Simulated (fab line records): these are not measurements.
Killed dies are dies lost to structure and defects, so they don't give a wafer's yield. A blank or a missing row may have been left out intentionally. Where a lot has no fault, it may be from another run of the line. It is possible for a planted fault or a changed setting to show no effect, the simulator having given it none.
Matching of chambers -- flow sky130 -- 4 sister chambers for SKY_CONTACT_CMP_04 on cmp-01
The step polishes SiO2. 14 wafers are shown with their chamber, then 7 later ones without.

EACH WAFER AND ITS CHAMBER
wafer,chamber,time-to-endpoint-s (s),motor-current-A (A)
L684.2,3,85,12.9
L684.3,2,75,12.3
L684.5,3,84,11.7
L685.2,1,79,12.3
L685.4,0,73,12.0
L685.5,1,82,12.4
L694.3,3,77,12.7
L694.5,3,86,12.6
L694.6,2,79,12.0
L699.2,1,84,11.7
L699.3,0,80,12.7
L699.5,1,87,11.8
L700.1,1,82,12.3
L700.2,0,85,12.5

SIGNATURES (averages over the wafers above)
reading,chamber 0,chamber 1,chamber 2,chamber 3,scatter within a chamber
time-to-endpoint-s,79.33,82.80,77.00,83.00,4.07
motor-current-A,12.400,12.100,12.150,12.475,0.397
Rule: for a wafer and a chamber, the distance is found by dividing, reading by reading, the gap between the wafer's reading and the chamber's mean by the reading's scatter, squaring, summing and taking the root. If the next closest chamber is less than 2 further off than the closest, the wafer can't be placed; otherwise it belongs to the closest. The scatter: the root of (the sum of the squares of (reading less its chamber's mean) over the shown wafers, divided by (wafers less chambers)).

WAFERS WITHOUT THEIR CHAMBER
wafer,time-to-endpoint-s (s),motor-current-A (A)
L700.4,89,12.3
L701.2,82,12.4
L701.5,83,12.6
L701.6,86,12.6
L705.2,87,12.2
L705.5,81,13.0
L705.6,84,12.4

THE CHAMBER EACH PASSED THROUGH
wafer,from the rows above,in truth
L700.4,can't be placed: 3 or 1 or 0 or 2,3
L701.2,can't be placed: 3 or 0 or 1 or 2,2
L701.5,can't be placed: 3 or 0 or 1 or 2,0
L701.6,can't be placed: 3 or 1 or 0 or 2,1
L705.2,can't be placed: 1 or 3 or 0 or 2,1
L705.5,can't be placed: 3 or 0 or 1 or 2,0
L705.6,can't be placed: 3 or 1 or 0 or 2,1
0 of 7 placed correctly. Not placeable from these rows: 7 (in 7, the candidates include the true chamber). 0 placed wrongly.
